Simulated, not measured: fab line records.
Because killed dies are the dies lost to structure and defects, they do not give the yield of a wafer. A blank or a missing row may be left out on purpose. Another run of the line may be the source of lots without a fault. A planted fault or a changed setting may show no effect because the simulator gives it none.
Chamber matching / flow sky130 / cmp-01 running SKY_VIA3_CMP_24: 4 sister chambers
The step polishes, stops on SiO2, t overpolish 20 s, target thk 0 nm. 30 wafers are shown with their chamber, then 12 later ones without.

WAFERS PAIRED WITH THEIR CHAMBERS
wafer=L074.1; chamber=3; motor-current-A (A)=11.4; time-to-endpoint-s (s)=95; overpolish-run-s (s)=20.003
wafer=L074.2; chamber=0; motor-current-A (A)=10.9; time-to-endpoint-s (s)=96; overpolish-run-s (s)=20.006
wafer=L074.4; chamber=2; motor-current-A (A)=13.7; time-to-endpoint-s (s)=96; overpolish-run-s (s)=19.996
wafer=L075.3; chamber=2; motor-current-A (A)=13.0; time-to-endpoint-s (s)=92; overpolish-run-s (s)=20.007
wafer=L075.5; chamber=3; motor-current-A (A)=11.9; time-to-endpoint-s (s)=99; overpolish-run-s (s)=19.981
wafer=L075.6; chamber=0; motor-current-A (A)=10.8; time-to-endpoint-s (s)=99; overpolish-run-s (s)=19.993
wafer=L077.2; chamber=0; motor-current-A (A)=11.0; time-to-endpoint-s (s)=101; overpolish-run-s (s)=20.001
wafer=L077.3; chamber=3; motor-current-A (A)=11.3; time-to-endpoint-s (s)=100; overpolish-run-s (s)=19.997
wafer=L077.6; chamber=3; motor-current-A (A)=11.1; time-to-endpoint-s (s)=100; overpolish-run-s (s)=19.994
wafer=L078.3; chamber=1; motor-current-A (A)=11.7; time-to-endpoint-s (s)=94; overpolish-run-s (s)=19.995
wafer=L078.5; chamber=2; motor-current-A (A)=12.8; time-to-endpoint-s (s)=97; overpolish-run-s (s)=20.002
wafer=L078.6; chamber=1; motor-current-A (A)=11.9; time-to-endpoint-s (s)=93; overpolish-run-s (s)=19.998
wafer=L083.2; chamber=3; motor-current-A (A)=10.9; time-to-endpoint-s (s)=95; overpolish-run-s (s)=20.000
wafer=L083.3; chamber=0; motor-current-A (A)=11.3; time-to-endpoint-s (s)=99; overpolish-run-s (s)=19.997
wafer=L083.4; chamber=2; motor-current-A (A)=12.6; time-to-endpoint-s (s)=94; overpolish-run-s (s)=19.999
wafer=L084.2; chamber=2; motor-current-A (A)=12.7; time-to-endpoint-s (s)=99; overpolish-run-s (s)=20.001
wafer=L084.5; chamber=3; motor-current-A (A)=10.2; time-to-endpoint-s (s)=100; overpolish-run-s (s)=20.002
wafer=L084.6; chamber=0; motor-current-A (A)=11.4; time-to-endpoint-s (s)=102; overpolish-run-s (s)=19.989
wafer=L085.3; chamber=1; motor-current-A (A)=11.5; time-to-endpoint-s (s)=94; overpolish-run-s (s)=20.008
wafer=L085.4; chamber=0; motor-current-A (A)=10.7; time-to-endpoint-s (s)=99; overpolish-run-s (s)=19.991
wafer=L085.5; chamber=3; motor-current-A (A)=10.9; time-to-endpoint-s (s)=96; overpolish-run-s (s)=19.981
wafer=L087.1; chamber=0; motor-current-A (A)=10.8; time-to-endpoint-s (s)=95; overpolish-run-s (s)=19.995
wafer=L087.2; chamber=3; motor-current-A (A)=11.1; time-to-endpoint-s (s)=93; overpolish-run-s (s)=19.986
wafer=L087.3; chamber=1; motor-current-A (A)=11.1; time-to-endpoint-s (s)=91; overpolish-run-s (s)=19.988
wafer=L088.3; chamber=2; motor-current-A (A)=12.2; time-to-endpoint-s (s)=87; overpolish-run-s (s)=19.994
wafer=L088.5; chamber=1; motor-current-A (A)=11.5; time-to-endpoint-s (s)=87; overpolish-run-s (s)=19.991
wafer=L088.6; chamber=0; motor-current-A (A)=10.8; time-to-endpoint-s (s)=94; overpolish-run-s (s)=20.000
wafer=L092.1; chamber=2; motor-current-A (A)=12.5; time-to-endpoint-s (s)=89; overpolish-run-s (s)=19.997
wafer=L092.3; chamber=3; motor-current-A (A)=11.2; time-to-endpoint-s (s)=93; overpolish-run-s (s)=20.005
wafer=L092.5; chamber=1; motor-current-A (A)=11.3; time-to-endpoint-s (s)=93; overpolish-run-s (s)=19.987

SIGNATURES, as means of the wafers listed above
reading=motor-current-A; chamber 0=10.963; chamber 1=11.500; chamber 2=12.786; chamber 3=11.111; scatter within a chamber=0.386
reading=time-to-endpoint-s; chamber 0=98.12; chamber 1=92.00; chamber 2=93.43; chamber 3=96.78; scatter within a chamber=3.27
reading=overpolish-run-s; chamber 0=19.99650; chamber 1=19.99450; chamber 2=19.99943; chamber 3=19.99433; scatter within a chamber=0.00722
Rule: for a wafer and a chamber, the distance is found by dividing, reading by reading, the gap between the wafer's reading and the chamber's mean by the reading's scatter, squaring, summing and taking the root. If the next closest chamber is less than 2 further off than the closest, the wafer can't be placed; otherwise it belongs to the closest. The scatter: take each reading less its chamber's mean, square it, sum over the shown wafers, divide by the number of wafers less the number of chambers, and take the root.

WAFERS WHOSE CHAMBER IS MISSING
wafer=L093.3; motor-current-A (A)=11.0; time-to-endpoint-s (s)=90; overpolish-run-s (s)=19.993
wafer=L093.4; motor-current-A (A)=12.3; time-to-endpoint-s (s)=88; overpolish-run-s (s)=19.996
wafer=L093.5; motor-current-A (A)=10.8; time-to-endpoint-s (s)=91; overpolish-run-s (s)=19.997
wafer=L095.2; motor-current-A (A)=10.7; time-to-endpoint-s (s)=98; overpolish-run-s (s)=19.995
wafer=L095.3; motor-current-A (A)=11.4; time-to-endpoint-s (s)=94; overpolish-run-s (s)=19.998
wafer=L095.5; motor-current-A (A)=11.2; time-to-endpoint-s (s)=95; overpolish-run-s (s)=19.990
wafer=L096.1; motor-current-A (A)=11.6; time-to-endpoint-s (s)=90; overpolish-run-s (s)=20.011
wafer=L096.3; motor-current-A (A)=10.8; time-to-endpoint-s (s)=95; overpolish-run-s (s)=20.010
wafer=L096.4; motor-current-A (A)=11.9; time-to-endpoint-s (s)=90; overpolish-run-s (s)=20.015
wafer=L097.1; motor-current-A (A)=12.4; time-to-endpoint-s (s)=90; overpolish-run-s (s)=19.990
wafer=L097.2; motor-current-A (A)=11.8; time-to-endpoint-s (s)=89; overpolish-run-s (s)=19.990
wafer=L097.5; motor-current-A (A)=13.3; time-to-endpoint-s (s)=89; overpolish-run-s (s)=20.006

CHAMBER TAKEN BY EACH
wafer=L093.3; from the rows above=can't be placed: 1 or 3 or 0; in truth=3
wafer=L093.4; from the rows above=can't be placed: 2 or 1 or 3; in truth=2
wafer=L093.5; from the rows above=can't be placed: 1 or 3 or 0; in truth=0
wafer=L095.2; from the rows above=can't be placed: 0 or 3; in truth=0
wafer=L095.3; from the rows above=can't be placed: 1 or 3 or 0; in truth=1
wafer=L095.5; from the rows above=can't be placed: 3 or 1 or 0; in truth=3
wafer=L096.1; from the rows above=can't be placed: 1 or 3 or 0 or 2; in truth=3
wafer=L096.3; from the rows above=can't be placed: 0 or 3 or 1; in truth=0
wafer=L096.4; from the rows above=can't be placed: 1 or 2 or 3 or 0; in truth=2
wafer=L097.1; from the rows above=can't be placed: 2 or 1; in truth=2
wafer=L097.2; from the rows above=can't be placed: 1 or 3 or 2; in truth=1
wafer=L097.5; from the rows above=2; in truth=2
Placed correctly: 1 of 12. Not placeable from these rows: 11 (in 11, the candidates include the true chamber). Placed wrongly: 0.
